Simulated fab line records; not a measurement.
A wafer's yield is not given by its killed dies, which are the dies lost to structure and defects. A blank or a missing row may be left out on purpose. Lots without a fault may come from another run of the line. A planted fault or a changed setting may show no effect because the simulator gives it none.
Problem report, 8D (eight disciplines) form, completed by code | flow sky130 | the parts of the form that need people (team, actions taken, sign-off) are left out

## 1. WHAT IS WRONG
At SKY_SD_N_DEVELOP_06, developer temp C averages 22.10 C over 9 wafers from 3 lots, while fault-free wafers read 23.01 C, standard deviation 0.1. That is -9.1 standard deviations from the usual mean.
The step: develop time 60 s.
First seen on wafer L727.1, day 29 10:01, on litho track-04. Wafers with a number at this step in the record: 21, from 7 lots. Rule for "out" (also "out of limits"): further than 4 standard deviations from the usual mean. The rest of the wafers with a number are treated as sound.

## 2. WHAT THIS IS AND IS NOT
question                    | is                     | is not
which readings at this step | developer temp C       | resist line temp C
which lots                  | L727, L729, L730       | L722, L726, L740, L744
which wafers of those lots  | all that have a number | -
read on which tools         | litho track-04         | litho track-01
when                        | from day 29 10:01      | up to then (6 sound wafers); but 6 sound wafers of L740, L744 came after

## 3. THE SUSPECTS, EACH WITH WHAT RULES IT OUT
Counting: a tool stays on the suspect list if, at a process step up to the reading, it processed all lots that are out and no sound lot following the first of them.
- litho track-04 at SKY_SD_N_DEVELOP_06 (develop time 60 s): ruled out as a lasting fault. Following L727 (day 29 10:01), the first lot on it that is out, the sound lots L744 were run on it.
Left after counting: nothing in the record.

## 4. THE CAUSE (what the simulator had put in)
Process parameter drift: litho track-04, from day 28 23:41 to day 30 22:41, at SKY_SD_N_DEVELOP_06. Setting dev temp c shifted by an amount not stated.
Counting ruled it out, wrongly.

## 5. SEQUENCE OF EFFECTS, ordered by route
Rows list readings where the struck wafers' mean (over those with a number) sits beyond 3 standard deviations from the usual. Only readings whose record carries a usual standard deviation are examined. hours: median over the lots of the time between each lot's start at the first step of this table that gives one and its start at this step. sigmas: the change, counted in usual standard deviations.
hours | step                | reading          | usual   | on struck wafers | change | sigmas
0     | SKY_SD_N_DEVELOP_06 | developer temp C | 23.01 C | 22.10            | -0.91  | -9.1
Here are the process steps it includes:
- SKY_SD_N_DEVELOP_06: develop time 60 s.
Later steps that measure or inspect, where all struck wafers having a row at the step show a number for every such reading and not one has moved that far: SKY_SD_N_CD_MEAS_07.

## 6. WHAT WOULD HAVE CAUGHT IT SOONER
The fault began at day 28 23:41; the first out-of-limits reading in this record came at day 29 10:01, 10 hours later.
